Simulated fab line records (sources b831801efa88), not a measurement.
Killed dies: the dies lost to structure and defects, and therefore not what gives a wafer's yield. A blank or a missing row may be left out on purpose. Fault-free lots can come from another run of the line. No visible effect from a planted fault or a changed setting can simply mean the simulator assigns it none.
Matching of chambers	flow gf180mcu	GF_CONTACT_CVD_02 on pecvd-02: 3 sister chambers
The step deposits SiO2 from TEOS, target thk 860 nm, time 95.992 s. 6 wafers are shown with their chamber, then 11 later ones without.

## WAFERS WITH THEIR CHAMBER
wafer	chamber	heater_power_w (W)	heater_power_outer_w (W)
L087.5	0	464	237
L087.6	1	838	480
L089.1	2	638	336
L089.2	0	463	243
L089.3	1	736	419
L089.4	2	663	361

## WAFERS WHOSE CHAMBER IS MISSING
wafer	heater_power_w (W)	heater_power_outer_w (W)
L089.5	800	453
L089.6	526	284
L094.2	600	317
L094.4	788	447
L094.6	661	356
L095.4	618	306
L095.5	784	450
L095.6	451	230
L097.2	627	333
L097.3	537	306
L097.6	662	349

## WHICH CHAMBER EACH WENT THROUGH
wafer	from the rows above	in truth
L089.5	1	1
L089.6	can't be placed: 0 or 2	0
L094.2	2	2
L094.4	1	1
L094.6	2	2
L095.4	2	2
L095.5	1	1
L095.6	0	0
L097.2	2	2
L097.3	can't be placed: 0 or 2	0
L097.6	2	2
9 of 11 placed correctly. From these rows, 2 cannot be placed; in 2 the true chamber is one of the candidates. Placed wrongly: 0.
How it was worked out, from the rows above alone: a wafer's distance from a chamber is the root of the sum, over the readings, of the square of ((its reading less the chamber's mean) divided by the reading's scatter). The wafer belongs to the nearest chamber; if the next one is less than 2 further off, it can't be placed. Each chamber's mean is taken over the wafers shown for it. How the scatter is found: for the shown wafers, subtract from each reading the mean of its chamber, square and add these, divide the total by (wafers less chambers), then take the root.
